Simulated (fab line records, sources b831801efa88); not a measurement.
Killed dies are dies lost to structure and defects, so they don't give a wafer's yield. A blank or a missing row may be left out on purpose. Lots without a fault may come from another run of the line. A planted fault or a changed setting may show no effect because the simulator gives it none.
A struck lot beside a sound one | flow sky130 | 24 steps out of a route of 708
Sound: wafers L241.1, L241.4, L241.6. Struck: wafers L246.3, L246.4, L246.5. The cause comes at the end.
At each step with rows: each side's tool, then ch and its chambers, then its first start. Under that, the readings that differ: sound wafers | struck wafers | difference of the means | sigmas: that difference in standard deviations of wafers without a fault.
alike: readings whose means differ by less than 2 such deviations, and words and numbers that are the same on both sides. not compared: withheld readings, readings that some wafer has no value for, bounds like >300 that may hide the same value, and numbers for which the record gives no deviation and whose values overlap.
The two part at a step that has a row with sigmas, a row that says differs or no value, or rows on one side only. Numbers that don't overlap but have no deviation are shown without sigmas and don't part them. A reading that every wafer of one side lacks parts them only if that side has two wafers or more.

SKY_METAL3_METAL_ETCH_18: etches the open film in Cl2/BCl3, stops on SiO2, target depth 845 nm, time 183.1 s.
  sound on rie_metal-01 ch 0,1, day 43 06:23; struck on rie_metal-02 ch 0,1, day 44 12:00
  alike: drypump_motor_current_A, oes_product_au, throttle_valve_pct
  not compared: rf_hours_counter_h
SKY_METAL3_STRIP_19: strips in O2/N2.
  sound on plasma_asher-03 ch 0,1, day 43 06:34; struck on plasma_asher-02 ch 0,1, day 44 12:09
  reading                     | sound       | struck      | difference | sigmas
  drypump_motor_current_A (A) | 6.5 6.6 5.9 | 5.8 5.4 5.8 | -0.7       | -2
  alike: oes_product_au, strip_time_to_endpoint_s
  not compared: rf_hours_counter_h
then, 4 steps without rows for these wafers: SKY_METAL3_STRIP_20 (strips in post etch residue remover, time 1200 s); SKY_METAL3_CLEAN_21 (cleans in IPA, time 180 s); SKY_METAL3_CLEAN_22 (cleans in O3/DIW); SKY_VIA3_HDPCVD_00 (deposits SiO2, target thk 1635 nm, time 272.5 s).
SKY_VIA3_THK_MEAS_01:
  sound on film_metro-04, day 43 07:26; struck on film_metro-04, day 44 12:53
  alike: VIA3_HDPCVD_THK
SKY_VIA3_CMP_02: polishes SiO2.
  sound on cmp-02 ch 1,2,3, day 43 07:33; struck on cmp-02 ch 1,2,3, day 44 13:02
  alike: motor_current_A
SKY_VIA3_BOW_MEAS_03:
  sound on film_metro-04, day 43 07:48; struck on film_metro-04, day 44 13:16
  alike: VIA3_BOW
then, 3 steps without rows for these wafers: SKY_VIA3_DEHYDRATE_04 (time 60 s); SKY_VIA3_HMDS_05 (prime time 60 s); SKY_VIA3_COAT_06 (resist thk 60 nm).
SKY_VIA3_COAT_07: resist thk 450 nm.
  sound on litho_track-03 ch 0, day 43 19:00; struck on litho_track-04 ch 0, day 44 23:00
  reading                                     | sound                | struck               | difference | sigmas
  spin_speed_rpm (rpm)                        | 2999.0 3000.2 2997.7 | 3757.7 3755.9 3755.7 | +757.5     | +99 or more
  model.KrF-thick_of_VIA3_COAT_07.thk_nm (nm) | 448.6 448.1 448.4    | 401.7 401.1 400.3    | -47.3      |
  alike: exhaust_pa
then, 4 steps without rows for these wafers: SKY_VIA3_SOFTBAKE_08 (time 90 s); SKY_VIA3_EXPOSE_09 (exposes mask VIM3, target cd 200 nm); SKY_VIA3_PEB_10; SKY_VIA3_DEVELOP_11 (develop time 60 s).
SKY_VIA3_CD_MEAS_12: target cd 200 nm.
  sound on cd_sem-01, day 44 07:20; struck on cd_sem-01, day 45 10:39
  alike: cd_nm
SKY_VIA3_OVL_MEAS_13:
  sound on overlay-02, day 44 07:27; struck on overlay-02, day 45 10:45
  alike: VIA3_OVL
SKY_VIA3_ETCH_14: etches BARC in N2/H2, stops on SiO2, time 45.9 s, target depth 60 nm.
  sound on rie_diel-03 ch 2,3, day 44 07:29; struck on rie_diel-04 ch 0,1,2, day 45 10:46
  alike: drypump_motor_current_A, h2_flow_sccm, oes_product_au, throttle_valve_pct
  not compared: rf_hours_counter_h
SKY_VIA3_ETCH_15: etches SiO2 in C4F8/O2/Ar, stops on TiN, target depth 507 nm, time 78 s.
  sound on rie_diel-03 ch 2,3, day 44 07:32; struck on rie_diel-04 ch 0,1,2, day 45 10:49
  reading                                     | sound           | struck          | difference | sigmas
  model.KrF-thick_of_VIA3_COAT_07.thk_nm (nm) | 292.3 288.8 292 | 241.5 245.1 241 | -48.5      |
  alike: oes_product_au
SKY_VIA3_STRIP_16: strips in O2/N2.
  sound on plasma_asher-02 ch 0,1, day 44 07:35; struck on plasma_asher-04 ch 0,1, day 45 10:55
  reading                      | sound             | struck            | difference | sigmas
  oes_product_au (a.u.)        | 0.410 0.392 0.408 | 0.375 0.376 0.376 | -0.028     | -6
  strip_time_to_endpoint_s (s) | 4.130 4.096 4.136 | 3.607 3.632 3.607 | -0.505     | -19
  alike: drypump_motor_current_A
  not compared: rf_hours_counter_h
then, 1 step without rows for these wafers: SKY_VIA3_STRIP_17 (strips in post etch residue remover, time 1200 s).
-- the record jumps here: 5 days lie between the struck wafers' starts before and after (it left off in module VIA3 and takes up again in module PAD_OPEN, whose first step shown is number 708 of the route) --
SKY_PAD_OPEN_PROBE_99:
  the record has rows for the struck wafers here (prober-02, day 50 13:23) and none for the sound ones

WHERE THEY PART
First at SKY_METAL3_STRIP_19; last, within this record, at SKY_PAD_OPEN_PROBE_99.

WHY: what the simulator had put in
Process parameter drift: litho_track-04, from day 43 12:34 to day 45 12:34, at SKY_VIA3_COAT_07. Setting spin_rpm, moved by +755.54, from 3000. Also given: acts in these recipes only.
